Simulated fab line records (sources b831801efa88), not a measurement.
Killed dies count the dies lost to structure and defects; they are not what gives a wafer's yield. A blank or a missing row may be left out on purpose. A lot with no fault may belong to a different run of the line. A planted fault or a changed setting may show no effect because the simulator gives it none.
A struck lot beside a sound one ; flow sky130 ; 21 steps out of a route of 708
Sound: these wafers, L305.3, L305.4, L305.5. Struck: wafer L312.3 (left out: L312.5, L312.6 of the same lot, which were not struck); the cause appears at the end.
Each step with rows lists, per side, the tool, then ch with its chambers, then its first start. Under that, the readings that differ: sound wafers ; struck wafers ; difference of the means ; sigmas: that difference in standard deviations of wafers without a fault.
alike: readings with means less than 2 such deviations apart, plus words and numbers identical on both sides. not compared: withheld readings, readings lacking a value on some wafer, bounds such as >300 that could conceal the same value, and numbers that have no deviation in the record and whose values overlap.
A row with sigmas, a row that says differs or no value, or rows on one side alone: a step with any of these is where the two part. When numbers do not overlap yet have no deviation, they are printed without sigmas and do not part them. Lack of a reading on every wafer of one side parts them only where that side has two or more wafers.

first, 1 step without rows for these wafers: SKY_POLY_GATE_CVD_03 (deposits Si3N4 from DCS/NH3, target thk 75 nm, time 1290 s).
SKY_POLY_GATE_THK_MEAS_04:
  struck on filmMetro-02, day 18 21:34; sound on filmMetro-01, day 16 06:58
  alike: POLY_GATE_CVD_03_THK
then, 8 steps without rows for these wafers: SKY_POLY_GATE_DEHYDRATE_05 (time 60 s); SKY_POLY_GATE_HMDS_06 (prime time 60 s); SKY_POLY_GATE_COAT_07 (resist thk 110 nm); SKY_POLY_GATE_COAT_08 (resist thk 450 nm); SKY_POLY_GATE_SOFTBAKE_09 (time 90 s); SKY_POLY_GATE_EXPOSE_10 (exposes mask P1M, target cd 150 nm); SKY_POLY_GATE_PEB_11; SKY_POLY_GATE_DEVELOP_12 (develop time 60 s).
SKY_POLY_GATE_CD_MEAS_13 targets a cd of 150 nm.
  struck on cdSem-02, day 20 04:11; sound on cdSem-01, day 17 11:28
  alike: cdNm
SKY_POLY_GATE_OVL_MEAS_14:
  struck on overlay-02, day 20 04:17; sound on overlay-01, day 17 11:33
  alike: POLY_GATE_OVL
SKY_POLY_GATE_ETCH_15: etches BARC in N2/H2, stops on SiO2, time 118.5 s, target depth 110 nm.
  sound on rieDiel-03 ch 1,2,3, day 17 11:35; struck on rieDiel-02 ch 2, day 20 04:19
reading;sound;struck;difference;sigmas
oesProductAu (a.u.);0.721 0.728 0.724;0.711;-0.013;-3
model.KrF-thick_of_POLY_GATE_COAT_08.thkNm (nm);343.7 344.7 343.9;382.1;+38.0;
model.POLY_GATE.cdNm (nm);148.7 147.1 147.6;158.1;+10.3;
  alike: drypumpMotorCurrentA, throttleValvePct
  not compared: rfHoursCounterH
SKY_POLY_GATE_ETCH_16: etches Si3N4 in CH3F/O2, stops on poly-Si, time 147.5 s, target depth 75 nm.
  sound on rieDiel-03 ch 1,2,3, day 17 11:40; struck on rieDiel-02 ch 2, day 20 04:23
  alike: drypumpMotorCurrentA, oesProductAu, throttleValvePct
  not compared: rfHoursCounterH
SKY_POLY_GATE_ETCH_17: etches poly-Si in HBr/Cl2, stops on SiO2, target depth 180 nm, time 70.5 s.
  sound on rieSi-01 ch 1,3, day 17 11:46; struck on rieSi-02 ch 3, day 20 04:29
reading;sound;struck;difference;sigmas
model.KrF-thick_of_POLY_GATE_COAT_08.thkNm (nm);138.7 141.8 140.4;176.6;+36.3;
model.POLY_GATE.cdNm (nm);149.1 147.8 148.8;158.6;+10.0;
  alike: drypumpMotorCurrentA, oesProductAu, throttleValvePct
  not compared: rfHoursCounterH
SKY_POLY_GATE_STRIP_18: strips in O2/N2.
  sound on plasmaAsher-04 ch 0,1, day 17 11:51; struck on plasmaAsher-03 ch 1, day 20 04:35
reading;sound;struck;difference;sigmas
oesProductAu (a.u.);0.356 0.357 0.362;0.378;+0.020;+5
stripTimeToEndpointS (s);3.150 3.186 3.175;3.546;+0.376;+14
  alike: drypumpMotorCurrentA, o2FlowSccm
  not compared: rfHoursCounterH
then, 2 steps without rows for these wafers: SKY_POLY_GATE_CLEAN_19 (cleans in SC1/SC2, time 150 s); SKY_POLY_GATE_OXIDATION_20 (stabilise 600 s, purge 300 s, target thk 4 nm).
SKY_POLY_GATE_THK_MEAS_21:
  struck on filmMetro-01, day 20 07:00; sound on filmMetro-01, day 17 15:53
  alike: POLY_GATE_OXIDATION_THK
SKY_POLY_GATE_CD_MEAS_22:
  struck on cdSem-01, day 20 07:26; sound on cdSem-01, day 17 15:59
reading;sound;struck;difference;sigmas
cdNm (nm);149.0 147.9 149.0;158.9;+10.3;+6
  not compared: hold
-- the record jumps here: 28 days lie between the struck wafers' starts before and after (it left off in module POLY_GATE and takes up again in module PAD_OPEN, whose first step shown is number 708 of the route) --
SKY_PAD_OPEN_PROBE_99:
  struck on prober-02, day 48 08:52; sound on prober-01, day 46 15:29
reading;sound;struck;difference;sigmas
model.etest.pfet_01v8.rOnOhmUm;2919 2916 2909;3102;+187;
model.etest.resPoly.lineOhmUm;515 528.3 516.4;482.5;-37.4;
model.etest.nfet_01v8.rOnOhmUm;848.1 834.5 833.1;898.6;+60.0;
model.etest.sonosUncharged.rOnOhmUm;803.5 806.4 794.7;840.3;+38.8;
model.etest.pfet_01v8.driveUaUm;189.2 191.1 190.8;177.6;-12.8;
model.etest.resXhighPo.widthNm (nm);349.1 346.9 348.9;357.3;+9.0;
model.etest.resHighPo.widthNm (nm);350.2 348.8 348.2;359;+10;
model.etest.resPoly.widthNm (nm);93.24 92.24 93.12;102.7;+9.8;
  alike: killed_at_M0_to_M3, killed_at_M4_up, killedAtContacts, killedAtFrontEnd, killedAtOther, killedDies, killedOpen, killedShort

WHERE THEY PART
First at SKY_POLY_GATE_ETCH_15; last, within this record, at SKY_POLY_GATE_CD_MEAS_22. Later steps at which nothing parts them and some readings are alike: SKY_PAD_OPEN_PROBE_99.

WHY: the cause the simulator had injected
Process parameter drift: rieDiel-02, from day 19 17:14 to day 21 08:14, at SKY_POLY_GATE_ETCH_15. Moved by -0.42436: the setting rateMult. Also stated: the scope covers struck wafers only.
